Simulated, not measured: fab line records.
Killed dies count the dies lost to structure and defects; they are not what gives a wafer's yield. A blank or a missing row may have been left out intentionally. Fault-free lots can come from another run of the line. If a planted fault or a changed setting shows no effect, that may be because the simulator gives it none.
The same fault as seen by 2 desks ; flow gf180mcu ; each desk holds nothing but its own numbers, with what lay behind them at the end

== FOR THE TOOL OWNER'S DESK: implanter-02 ==
GF_LVPWELL_IMPLANT_09, tool's own readings: per-lot mean of the sampled wafers with a number, covering each lot this tool ran. Marked OUT: a lot whose mean sits more than 4 standard deviations from the usual mean, which makes it out of limits; the brackets give that distance.
Columns: A = dose ions cm2 at GF_LVPWELL_IMPLANT_09, usual 5e+12; B = faraday current uA at GF_LVPWELL_IMPLANT_09, usual 28.3
lot;first seen here;A;B
L508;day 4 01:47;5e+12;28.5
L510;day 4 13:32;5e+12;28.1
L513;day 5 08:55;7e+12 (+99 or more) OUT;41.2 (+24) OUT
L515;day 5 20:20;7e+12 (+99 or more) OUT;40.0 (+22) OUT
Finding of this desk: L513, L515 out of limits; the first was L513 at day 5 08:55, on dose ions cm2 at GF_LVPWELL_IMPLANT_09. Within limits: L508, L510.

== AT THE METROLOGY DESK ==
Means of the sampled wafers that have a number, per lot and without regard to the tool the lot ran on: this is what the gauges read. Marked OUT: a lot whose mean sits more than 4 standard deviations from the usual mean, which makes it out of limits; the brackets give that distance.
Columns: A = LVPWELL_OVL at GF_LVPWELL_OVL_MEAS_07, usual -0.7 nm; B = LVPWELL_TW at GF_LVPWELL_TW_MEAS_11, usual 562; C = MVSD_OVL at GF_MVSD_OVL_MEAS_07, usual 0.1 nm; D = LVPWELL_RS at GF_VT_IMPLANT_RS_MEAS_48, usual 1195.8 ohm/sq
lot;first seen here;A;B;C;D
L507;day 3 21:41;-1.9;564;-0.6;1194.5
L508;day 4 01:34;-0.1;567;-1.4;1198.2
L509;day 4 08:11;1.5;557;0.2;1195.9
L510;day 4 13:20;0.4;566;0.5;1194.9
L513;day 5 08:44;-2.2;573;1.5;1112.7 (-32) OUT
L514;day 5 13:48;0.1;561;0.7;1195.9
L515;day 5 20:07;1.4;576;-2.3;1112.6 (-32) OUT
L517;day 6 05:30;-0.6;560;0.7;1194.3
L524;day 7 20:06;-0.3;558;0.4;1198.4
L525;day 8 02:44;1.2;568;-0.4;1197.6
L528;day 8 18:11;-0.5;555;-0.2;1193.3
L529;day 9 00:36;-1.8;559;-0.7;1192.1
Finding of this desk: L513, L515 out of limits, first seen on L513 at day 9 08:38 (LVPWELL_RS at GF_VT_IMPLANT_RS_MEAS_48). Within limits: L507, L508, L509, L510, L514, L517, L524, L525, L528, L529.

== TAKEN TOGETHER ==
At day 5 08:55, on L513, L515, the tool owner's desk was in a position to raise an alarm.
L513, L515 would have let the metrology desk raise an alarm at day 9 08:38.
On implanter-02, each named lot ran GF_LVPWELL_IMPLANT_09.

== WHAT WAS PUT IN BY THE SIMULATOR ==
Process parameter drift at GF_LVPWELL_IMPLANT_09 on implanter-02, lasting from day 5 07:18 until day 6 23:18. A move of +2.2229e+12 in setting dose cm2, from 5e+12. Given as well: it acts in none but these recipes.
Struck lots among those shown: L513, L515.
Hours from the fault's start to each desk's first reading out of limits: the tool owner's desk, 2; the metrology desk, 97.
